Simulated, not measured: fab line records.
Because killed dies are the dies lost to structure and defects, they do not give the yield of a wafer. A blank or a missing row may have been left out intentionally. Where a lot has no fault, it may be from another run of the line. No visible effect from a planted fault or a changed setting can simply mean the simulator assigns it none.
8D (eight disciplines) problem report, filled in by code + flow gf180mcu + the parts of the form that need people (team, actions taken, sign-off) are left out

## 1. PROBLEM STATEMENT
Across 2 wafers from 2 lots, SALICIDE_TIN_RS at GF_SALICIDE_RS_MEAS_04 averages 22.8 ohm/sq, while fault-free wafers read 16.3 ohm/sq with a standard deviation of 0.3. Relative to the usual mean, that is a shift of +22 standard deviations.
The step: measures by four-point-probe.
First seen on wafer L268.1, day 18 17:31, on film metro-03. The record holds 42 wafers of 14 lots with a number at this step. Rule for "out", or "out of limits": more than 4 standard deviations from the usual mean. All remaining wafers that have a number are taken as sound.

## 2. WHAT THIS IS AND IS NOT
| question                    | is                           | is not                                                                                       |
|-----------------------------|------------------------------|----------------------------------------------------------------------------------------------|
| which readings at this step | SALICIDE_TIN_RS              | -                                                                                            |
| which lots                  | L268, L269                   | L257, L259, L260, L262, L264, L265, L266, L267, L277, L278, L279, L280                       |
| which wafers of those lots  | L268.1, L269.4               | L268.2, L268.4, L269.2, L269.3                                                               |
| read on which gauges        | film metro-02, film metro-03 | film metro-04                                                                                |
| when                        | from day 18 17:31            | up to then (26 sound wafers); but 14 sound wafers of L269, L277, L278, L279, L280 came after |

## 3. SUSPECTS, AND WHAT RULES EACH OUT
Counting: a tool at a process step up to the reading stays a suspect if it ran every lot that is out. Sound lots after the first of them don't rule it out here, since some wafers of a struck lot are sound.
- the gauge at GF_SALICIDE_RS_MEAS_04: ruled out. The wafers that are out were read on 2 gauges (film metro-02, film metro-03).
- pvd sputter-01 at GF_SALICIDE_SPUTTER_02 (material Co, target thk 10 nm, time 20 s): kept. It ran every lot that is out, first L268 (day 18 17:28); its last sound lot up to then is L266 (day 18 10:41).
Remaining after the count: pvd sputter-01 at GF_SALICIDE_SPUTTER_02.

## 4. THE CAUSE (what the simulator had put in)
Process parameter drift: pvd sputter-01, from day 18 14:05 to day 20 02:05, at GF_SALICIDE_SPUTTER_02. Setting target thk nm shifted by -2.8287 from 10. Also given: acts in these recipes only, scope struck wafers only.
Counting left only this tool.

## 5. SEQUENCE OF EFFECTS, ordered by route
Rows list readings where the struck wafers' mean (over those with a number) sits beyond 3 standard deviations from the usual. Scope: only readings with a usual standard deviation given in the record; hours: median across lots of the time from each lot's start at the first step in this table that gives one to its start at this step; sigmas: change in usual standard deviations.
| hours | step                   | reading         | usual       | on struck wafers | change | sigmas |
|-------|------------------------|-----------------|-------------|------------------|--------|--------|
| 0     | GF_SALICIDE_RS_MEAS_04 | SALICIDE_TIN_RS | 16.3 ohm/sq | 22.8             | +6.4   | +22    |

## 6. WHAT WOULD HAVE CAUGHT IT SOONER
Counted from the fault's start at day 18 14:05, it took 3 hours until the first out-of-limits reading at a measuring or inspecting step in this record, taken at day 18 17:31.
No tool reading at GF_SALICIDE_SPUTTER_02 that has a usual standard deviation in the record was out on any struck wafer, so an alarm limit of 4 standard deviations on those readings would not have fired.
Among the 2 lots that are out, L269 began GF_SALICIDE_SPUTTER_02 on pvd sputter-01 after day 18 17:31. Had the tool been put on hold then, it would have been spared.
